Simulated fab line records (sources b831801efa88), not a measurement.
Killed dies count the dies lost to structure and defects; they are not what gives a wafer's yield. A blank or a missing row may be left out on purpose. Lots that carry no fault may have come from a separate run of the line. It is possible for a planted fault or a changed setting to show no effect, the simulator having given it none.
Struck lot and sound lot, side by side ; flow sky130 ; 17 out of 708 route steps
Sound: wafers L857.4, L857.5, L857.6. The struck wafers were L854.3, L854.4, L854.5. Last of all comes the cause.
Per side, at each step with rows, come the tool, then ch with its chambers, and then its first start. Under that, the readings that differ: sound wafers ; struck wafers ; difference of the means ; sigmas: that difference in standard deviations of wafers without a fault.
alike: a reading whose means differ by less than 2 such deviations, as well as words and numbers matching on both sides. not compared: withheld readings; readings where some wafer has no value; bounds like >300 that might hide an equal value; numbers whose values overlap and for which the record gives no deviation.
Wherever a step has rows on one side only, a row that says differs or no value, or a row with sigmas, the two part there. Numbers that don't overlap but have no deviation are shown without sigmas and don't part them. A reading missing from all wafers of one side parts the sides only when that side holds two or more wafers.

SKY_CONTACT_BOW_MEAS_05:
  sound on film_metro-03, day 35 05:02; struck on film_metro-03, day 34 00:06
  alike: CONTACT_BOW
then, 8 steps without rows for these wafers: SKY_CONTACT_DEHYDRATE_06 (time 60 s); SKY_CONTACT_HMDS_07 (prime time 60 s); SKY_CONTACT_COAT_08 (resist thk 60 nm); SKY_CONTACT_COAT_09 (resist thk 450 nm); SKY_CONTACT_SOFTBAKE_10 (time 90 s); SKY_CONTACT_EXPOSE_11 (exposes mask CTM1, target cd 170 nm); SKY_CONTACT_PEB_12; SKY_CONTACT_DEVELOP_13 (develop time 60.94 s).
SKY_CONTACT_CD_MEAS_14: target cd 170 nm.
  sound on cd_sem-02, day 36 07:27; struck on cd_sem-01, day 35 01:01
  alike: cd_nm
SKY_CONTACT_OVL_MEAS_15:
  sound on overlay-01, day 36 07:31; struck on overlay-01, day 35 01:07
  alike: CONTACT_OVL
SKY_CONTACT_ETCH_16: etches BARC in N2/H2, stops on SiO2, time 45.9 s, target depth 60 nm.
  sound on rie_diel-02 ch 0,1,2, day 36 07:34; struck on rie_diel-02 ch 2,3, day 35 01:08
  alike: bias_w, chamber_pressure_mTorr, drypump_motor_current_A, oes_product_au, throttle_valve_pct
  not compared: rf_hours_counter_h
SKY_CONTACT_ETCH_17: etches SiO2 in C4F8/O2/Ar, stops on Si3N4, target depth 340 nm.
  sound on rie_diel-02 ch 0,1,2, day 36 07:37; struck on rie_diel-02 ch 2,3, day 35 01:10
  no value came back on the struck wafers for bias_w (W), chamber_pressure_mTorr (mTorr), oes_product_au (a.u.); on the sound wafers bias_w (W) reads 1206 1203 1208
reading;sound;struck;difference;sigmas
model.KrF-thick_of_CONTACT_COAT_09.thk_nm (nm);327.4 327.6 327.7;391.9 392.6 392.6;+64.8;
SKY_CONTACT_ETCH_18: etches Si3N4 in CHF3/O2, stops on TiN, time 39 s, target depth 75 nm.
  sound: rie_diel-02 ch 0,1,2; struck: rie_diel-02 ch 2,3
reading;sound;struck;difference;sigmas
oes_product_au (a.u.);0.855 0.842 0.841;0.380 0.373 0.378;-0.469;-63
throttle_valve_pct (%);8.800 8.810 8.773;8.659 8.664 8.680;-0.127;-13
model.KrF-thick_of_CONTACT_COAT_09.thk_nm (nm);242.3 242.5 242.6;304.9 307 306.5;+63.7;
  alike: O2_flow_sccm, bias_w, drypump_motor_current_A
  not compared: rf_hours_counter_h
SKY_CONTACT_STRIP_19: strips in O2/N2.
  sound on plasma_asher-04 ch 0,1, day 36 07:43; struck on plasma_asher-04 ch 0,1, day 35 01:18
reading;sound;struck;difference;sigmas
oes_product_au (a.u.);0.381 0.375 0.373;0.405 0.408 0.409;+0.031;+7
strip_time_to_endpoint_s (s);3.619 3.604 3.611;4.296 4.296 4.281;+0.680;+31
  alike: drypump_motor_current_A
  not compared: rf_hours_counter_h
then, 1 step without rows for these wafers: SKY_CONTACT_STRIP_20 (strips in post etch residue remover, time 1200 s).
-- the record jumps here: 13 days lie between the struck wafers' starts before and after (it left off in module CONTACT and takes up again in module PAD_OPEN, whose first step shown is number 708 of the route) --
SKY_PAD_OPEN_PROBE_99:
  sound on prober-01, day 49 05:51; struck on prober-01, day 48 04:15
reading;sound;struck;difference;sigmas
killed_at_M0_to_M3;38 39 41;245 235 254;+205;+35
killed_at_M4_up;4 3 1;67 65 59;+61;+32
killed_at_contacts;28 23 34;108 116 107;+82;+15
killed_at_front_end;14 25 17;11 12 6;-9;-2
killed_at_other;1 1 1;61 64 66;+63;+95
killed_dies;85 91 94;492 492 492;+402;+45
killed_on_rim;19 18 19;96 96 96;+77;+21
  alike: killed_open, killed_short

WHERE THEY PART
At SKY_CONTACT_ETCH_17 first; at SKY_PAD_OPEN_PROBE_99 last (within this record only).

WHY: whatever the simulator had introduced
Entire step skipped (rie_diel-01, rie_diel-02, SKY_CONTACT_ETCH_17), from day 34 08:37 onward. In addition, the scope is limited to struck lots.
